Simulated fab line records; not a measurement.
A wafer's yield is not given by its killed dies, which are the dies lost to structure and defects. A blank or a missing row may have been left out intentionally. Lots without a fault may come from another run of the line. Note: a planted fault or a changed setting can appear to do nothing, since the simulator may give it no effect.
Split-lot trial || flow sky130 || on a route of 708 steps: 5 lots, 23 wafers read

THE SPLIT ITSELF
At SKY_POLY_GATE_CVD_00 (deposits poly-Si, target thk 180 nm, time 720 s), the setting pressure mtorr was moved away from the recipe's 200 mTorr on 20 of the 23 wafers read, by -11.8% to +10.9%. For the rest of the wafers, this setting stayed at what the recipe calls for.

Between the split and the reading, the file records no step.

THE READING
Values of POLY_GATE_CVD_00_THK in nm from SKY_POLY_GATE_THK_MEAS_01. A value of 178.3 nm with a standard deviation of 1 nm is what fault-free wafers of this fab line usually give.

{"wafer": "L074.1", "tool, chamber at the split": "-, -", "pressure mtorr as run, mTorr": 219, "against the recipe": "+9.5%", "POLY_GATE_CVD_00_THK, nm": 186.9, "against lot-mates on the recipe": "no lot-mate on the recipe"}
{"wafer": "L074.2", "tool, chamber at the split": "-, -", "pressure mtorr as run, mTorr": 219, "against the recipe": "+9.5%", "POLY_GATE_CVD_00_THK, nm": 187.4, "against lot-mates on the recipe": "no lot-mate on the recipe"}
{"wafer": "L074.4", "tool, chamber at the split": "-, -", "pressure mtorr as run, mTorr": 219, "against the recipe": "+9.5%", "POLY_GATE_CVD_00_THK, nm": 187.5, "against lot-mates on the recipe": "no lot-mate on the recipe"}
{"wafer": "L074.5", "tool, chamber at the split": "-, -", "pressure mtorr as run, mTorr": 219, "against the recipe": "+9.5%", "POLY_GATE_CVD_00_THK, nm": 189.0, "against lot-mates on the recipe": "no lot-mate on the recipe"}
{"wafer": "L074.6", "tool, chamber at the split": "-, -", "pressure mtorr as run, mTorr": 219, "against the recipe": "+9.5%", "POLY_GATE_CVD_00_THK, nm": 188.5, "against lot-mates on the recipe": "no lot-mate on the recipe"}
{"wafer": "L078.1", "tool, chamber at the split": "-, -", "pressure mtorr as run, mTorr": 176.5, "against the recipe": "-11.8%", "POLY_GATE_CVD_00_THK, nm": 166.7, "against lot-mates on the recipe": "no lot-mate on the recipe"}
{"wafer": "L078.2", "tool, chamber at the split": "-, -", "pressure mtorr as run, mTorr": 176.5, "against the recipe": "-11.8%", "POLY_GATE_CVD_00_THK, nm": 167.9, "against lot-mates on the recipe": "no lot-mate on the recipe"}
{"wafer": "L078.3", "tool, chamber at the split": "-, -", "pressure mtorr as run, mTorr": 176.5, "against the recipe": "-11.8%", "POLY_GATE_CVD_00_THK, nm": 166.2, "against lot-mates on the recipe": "no lot-mate on the recipe"}
{"wafer": "L078.5", "tool, chamber at the split": "-, -", "pressure mtorr as run, mTorr": 176.5, "against the recipe": "-11.8%", "POLY_GATE_CVD_00_THK, nm": 166.7, "against lot-mates on the recipe": "no lot-mate on the recipe"}
{"wafer": "L078.6", "tool, chamber at the split": "-, -", "pressure mtorr as run, mTorr": 176.5, "against the recipe": "-11.8%", "POLY_GATE_CVD_00_THK, nm": 165.4, "against lot-mates on the recipe": "no lot-mate on the recipe"}
{"wafer": "L079.1", "tool, chamber at the split": "lpcvd-01, 1", "pressure mtorr as run, mTorr": 200, "against the recipe": "recipe", "POLY_GATE_CVD_00_THK, nm": 177.5, "against lot-mates on the recipe": "-"}
{"wafer": "L079.4", "tool, chamber at the split": "lpcvd-01, 1", "pressure mtorr as run, mTorr": 200, "against the recipe": "recipe", "POLY_GATE_CVD_00_THK, nm": 177.8, "against lot-mates on the recipe": "-"}
{"wafer": "L079.5", "tool, chamber at the split": "lpcvd-01, 1", "pressure mtorr as run, mTorr": 200, "against the recipe": "recipe", "POLY_GATE_CVD_00_THK, nm": 177.6, "against lot-mates on the recipe": "-"}
{"wafer": "L080.1", "tool, chamber at the split": "-, -", "pressure mtorr as run, mTorr": 190.5, "against the recipe": "-4.7%", "POLY_GATE_CVD_00_THK, nm": 175.8, "against lot-mates on the recipe": "no lot-mate on the recipe"}
{"wafer": "L080.2", "tool, chamber at the split": "-, -", "pressure mtorr as run, mTorr": 190.5, "against the recipe": "-4.7%", "POLY_GATE_CVD_00_THK, nm": 174.6, "against lot-mates on the recipe": "no lot-mate on the recipe"}
{"wafer": "L080.4", "tool, chamber at the split": "-, -", "pressure mtorr as run, mTorr": 190.5, "against the recipe": "-4.7%", "POLY_GATE_CVD_00_THK, nm": 176.0, "against lot-mates on the recipe": "no lot-mate on the recipe"}
{"wafer": "L080.5", "tool, chamber at the split": "-, -", "pressure mtorr as run, mTorr": 190.5, "against the recipe": "-4.7%", "POLY_GATE_CVD_00_THK, nm": 173.3, "against lot-mates on the recipe": "no lot-mate on the recipe"}
{"wafer": "L080.6", "tool, chamber at the split": "-, -", "pressure mtorr as run, mTorr": 190.5, "against the recipe": "-4.7%", "POLY_GATE_CVD_00_THK, nm": 175.6, "against lot-mates on the recipe": "no lot-mate on the recipe"}
{"wafer": "L082.2", "tool, chamber at the split": "-, -", "pressure mtorr as run, mTorr": 221.9, "against the recipe": "+10.9%", "POLY_GATE_CVD_00_THK, nm": 186.8, "against lot-mates on the recipe": "no lot-mate on the recipe"}
{"wafer": "L082.3", "tool, chamber at the split": "-, -", "pressure mtorr as run, mTorr": 221.9, "against the recipe": "+10.9%", "POLY_GATE_CVD_00_THK, nm": 187.9, "against lot-mates on the recipe": "no lot-mate on the recipe"}
{"wafer": "L082.4", "tool, chamber at the split": "-, -", "pressure mtorr as run, mTorr": 221.9, "against the recipe": "+10.9%", "POLY_GATE_CVD_00_THK, nm": 187.0, "against lot-mates on the recipe": "no lot-mate on the recipe"}
{"wafer": "L082.5", "tool, chamber at the split": "-, -", "pressure mtorr as run, mTorr": 221.9, "against the recipe": "+10.9%", "POLY_GATE_CVD_00_THK, nm": 187.4, "against lot-mates on the recipe": "no lot-mate on the recipe"}
{"wafer": "L082.6", "tool, chamber at the split": "-, -", "pressure mtorr as run, mTorr": 221.9, "against the recipe": "+10.9%", "POLY_GATE_CVD_00_THK, nm": 188.0, "against lot-mates on the recipe": "no lot-mate on the recipe"}

FIT RESULTS
A straight line over all 23 wafers: POLY_GATE_CVD_00_THK changes by +0.928 nm for each +1% of pressure mtorr; r = +0.99; the points scatter about the line by 1.2 nm.
Too few moved wafers with a lot-mate on the recipe to fit a line net of each lot's own level.

THE WHOLE CHAIN: every reading that the file lists as answering this split, in the file's order
{"step": "SKY_POLY_GATE_CVD_00", "what it does": "deposits poly-Si, target thk 180 nm, time 720 s", "reading": "poly-Si_of_POLY_GATE_CVD_00.thk nm (the simulator's own value, which no gauge read)", "change (the file's fit)": "+0.926 nm for each +1% of the setting", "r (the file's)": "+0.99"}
{"step": "SKY_POLY_GATE_THK_MEAS_01", "what it does": "", "reading": "POLY_GATE_CVD_00_THK", "change (the file's fit)": "+0.927 for each +1% of the setting", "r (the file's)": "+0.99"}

FILE'S OWN FIT
POLY_GATE_CVD_00_THK changes by +0.927 nm for each +1% of pressure mtorr, r = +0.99.
